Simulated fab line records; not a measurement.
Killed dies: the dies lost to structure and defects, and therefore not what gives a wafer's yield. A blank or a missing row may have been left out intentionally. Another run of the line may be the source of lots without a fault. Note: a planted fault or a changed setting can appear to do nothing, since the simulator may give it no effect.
A lot that was struck, set against a sound lot ; flow sfq_line ; 42 steps out of a route of 325
Sound: these wafers, L967.2, L967.3, L967.5. The struck wafers were L969.2, L969.5, L969.6. Last of all comes the cause.
For every step that has rows: the tool of each side, followed by ch and its chambers, followed by its first start. Under that, the readings that differ: sound wafers ; struck wafers ; difference of the means ; sigmas: that difference in standard deviations of wafers without a fault.
alike: readings whose means differ by less than 2 such deviations, and words and numbers that are the same on both sides. not compared: withheld readings, readings that some wafer has no value for, bounds like >300 that may hide the same value, and numbers for which the record gives no deviation and whose values overlap.
The two part at a step that has a row with sigmas, a row that says differs or no value, or rows on one side only. When numbers do not overlap yet have no deviation, they are printed without sigmas and do not part them. Lack of a reading on every wafer of one side parts them only where that side has two or more wafers.

SFQ_M2_OVL_MEAS_916:
  struck on overlay-02, day 32 14:31; sound on overlay-01, day 32 10:55
  alike: M2_OVL
then, 2 steps without rows for these wafers: SFQ_TRILAYER_M2_BARC_OPEN_METAL_ETCH_077 (etches BARC in O2, target depth 125 nm, time 41.7 s); SFQ_TRILAYER_M2_ETCH_METAL_ETCH_060 (etches Nb in Cl2/Ar, stops on SiO2, target depth 240 nm, time 120 s).
SFQ_TRILAYER_M2_STRIP_STRIP_061: strips in O2.
  sound on rie_metal-04 ch 0,1, day 32 11:07; struck on rie_metal-03 ch 1, day 32 15:07
  alike: drypump_motor_current_A, oes_product_au, platen_temp_c
  not compared: rf_hours_counter_h
then, 1 step without rows for these wafers: SFQ_TRILAYER_M2_STRIP_SOLV_CLEAN_062 (cleans in NMP, time 600 s).
SFQ_TRILAYER_I2_DEP_PECVD_063: deposits SiO2 from SiH4/N2O, time 111.11 s, target thk 500 nm.
  sound on pecvd-02 ch 0,2, day 32 11:54; struck on pecvd-01 ch 0,2, day 32 16:17
  alike: chamber_pressure_Torr, heater_power_w, throttle_valve_pct
SFQ_TRILAYER_I2_CMP_CMP_064: polishes SiO2.
  sound on cmp-01 ch 0,3, day 32 12:34; struck on cmp-01 ch 0,2,3, day 32 17:52
reading;sound;struck;difference;sigmas
time_to_endpoint_s (s);230 227 238;202 217 211;-22;-2
  alike: head_pressure_psi, motor_current_A, retaining_ring_pressure_frac
SFQ_I2_BOW_MEAS_917:
  struck on film_metro-04, day 32 19:23; sound on film_metro-04, day 32 15:35
  alike: I2_BOW
then, 4 steps without rows for these wafers: SFQ_TRILAYER_I2_METRO_MEASURE_065; SFQ_TRILAYER_I2_VIA_LITHO_COAT_072 (resist thk 62 nm); SFQ_TRILAYER_I2_VIA_LITHO_COAT_067 (resist thk 650 nm); SFQ_TRILAYER_I2_VIA_LITHO_SOFTBAKE_071.
-- the record jumps here: 5 days lie between the struck wafers' starts before and after --
SFQ_TRILAYER_I2_VIA_LITHO_EXPOSE_068: exposes mask I2, target cd 500 nm.
  sound on krf_scanner-02 ch 0, day 38 00:06; struck on krf_scanner-02 ch 0, day 38 06:06
reading;sound;struck;difference;sigmas
model.I2.overlay_x_nm (nm);2.654 2.654 2.654;147 147 147;+144;
  alike: mask
then, 2 steps without rows for these wafers: SFQ_TRILAYER_I2_VIA_LITHO_PEB_070 (peb time 60 s); SFQ_TRILAYER_I2_VIA_LITHO_DEVELOP_069 (time 60 s).
SFQ_I2_OVL_MEAS_918:
  struck on overlay-01, day 38 07:24; sound on overlay-02, day 38 01:24
reading;sound;struck;difference;sigmas
I2_OVL (nm);0 -7 -6;142 141 150;+149;+24
SFQ_TRILAYER_I2_VIA_BARC_OPEN_VIA_ETCH_096: etches BARC in O2, target depth 125 nm, time 41.7 s.
  sound on rie_diel-01 ch 1,2,3, day 38 01:26; struck on rie_diel-02 ch 1,2,3, day 38 07:26
  alike: bias_w, drypump_motor_current_A, oes_product_au
  not compared: rf_hours_counter_h
then, 5 steps without rows for these wafers: SFQ_TRILAYER_I2_VIA_ETCH_VIA_ETCH_070 (etches SiO2 in CHF3, stops on Nb, target depth 260 nm); SFQ_TRILAYER_I2_VIA_STRIP_STRIP_071 (strips in O2); SFQ_TRILAYER_I2_VIA_STRIP_SOLV_CLEAN_072 (cleans in NMP, time 600 s); SFQ_TRILAYER_M3_DEP_PRE_CLEAN_074 (time 22.5 s); SFQ_TRILAYER_M3_DEP_SPUTTER_073 (material Nb, target thk 200 nm, time 133.3 s).
SFQ_M3_RS_MEAS_919: measurement is done with a four-point probe.
  struck on film_metro-01, day 38 08:30; sound on film_metro-02, day 38 03:06
  alike: M3_NB_RS
then, 6 steps without rows for these wafers: SFQ_TRILAYER_M3_LITHO_COAT_080 (resist thk 62 nm); SFQ_TRILAYER_M3_LITHO_COAT_075 (resist thk 600 nm); SFQ_TRILAYER_M3_LITHO_SOFTBAKE_079; SFQ_TRILAYER_M3_LITHO_EXPOSE_076 (exposes mask M3, target cd 500 nm); SFQ_TRILAYER_M3_LITHO_PEB_078 (peb time 60 s); SFQ_TRILAYER_M3_LITHO_DEVELOP_077 (time 60 s).
-- the record jumps here: 4 days lie between the struck wafers' starts before and after --
SFQ_M3_OVL_MEAS_921:
  struck on overlay-02, day 42 16:17; sound on overlay-02, day 42 11:29
  alike: M3_OVL
then, 5 steps without rows for these wafers: SFQ_TRILAYER_M3_BARC_OPEN_METAL_ETCH_100 (etches BARC in O2, target depth 125 nm, time 41.7 s); SFQ_TRILAYER_M3_ETCH_METAL_ETCH_078 (etches Nb in Cl2/Ar, stops on SiO2, target depth 240 nm, time 120 s); SFQ_TRILAYER_M3_STRIP_STRIP_079 (strips in O2); SFQ_TRILAYER_M3_STRIP_SOLV_CLEAN_080 (cleans in NMP, time 600 s); SFQ_TRILAYER_I3_DEP_PECVD_081 (deposits SiO2 from SiH4/N2O, time 111.11 s, target thk 500 nm).
-- the record jumps here: 2 days lie between the struck wafers' starts before and after --
SFQ_TRILAYER_I3_CMP_CMP_082: polishes SiO2.
  sound on cmp-02 ch 0,2,3, day 44 23:56; struck on cmp-02 ch 0,1,2, day 45 03:26
  alike: head_pressure_psi, motor_current_A, retaining_ring_pressure_frac, time_to_endpoint_s
SFQ_I3_BOW_MEAS_922:
  struck on film_metro-02, day 45 05:27; sound on film_metro-02, day 45 02:27
  alike: I3_BOW
then, 4 steps without rows for these wafers: SFQ_TRILAYER_I3_METRO_MEASURE_083; SFQ_TRILAYER_I3_VIA_LITHO_COAT_090 (resist thk 62 nm); SFQ_TRILAYER_I3_VIA_LITHO_COAT_085 (resist thk 650 nm); SFQ_TRILAYER_I3_VIA_LITHO_SOFTBAKE_089.
-- the record jumps here: 43 days lie between the struck wafers' starts before and after --
SFQ_M8_BOW_MEAS_951:
  struck on film_metro-01, day 88 02:04; sound on film_metro-03, day 85 03:10
reading;sound;struck;difference;sigmas
M8_BOW (um);4 9 5;21 38 32;+24;+2
model.etest.i2.link_ohm;1.996 1.981 1.971;2.029 2.018 2.04;+0.046;

WHERE THEY PART
At SFQ_TRILAYER_I2_CMP_CMP_064 first; at SFQ_M8_BOW_MEAS_951 last (within this record only).

WHY: what had been put in by the simulator
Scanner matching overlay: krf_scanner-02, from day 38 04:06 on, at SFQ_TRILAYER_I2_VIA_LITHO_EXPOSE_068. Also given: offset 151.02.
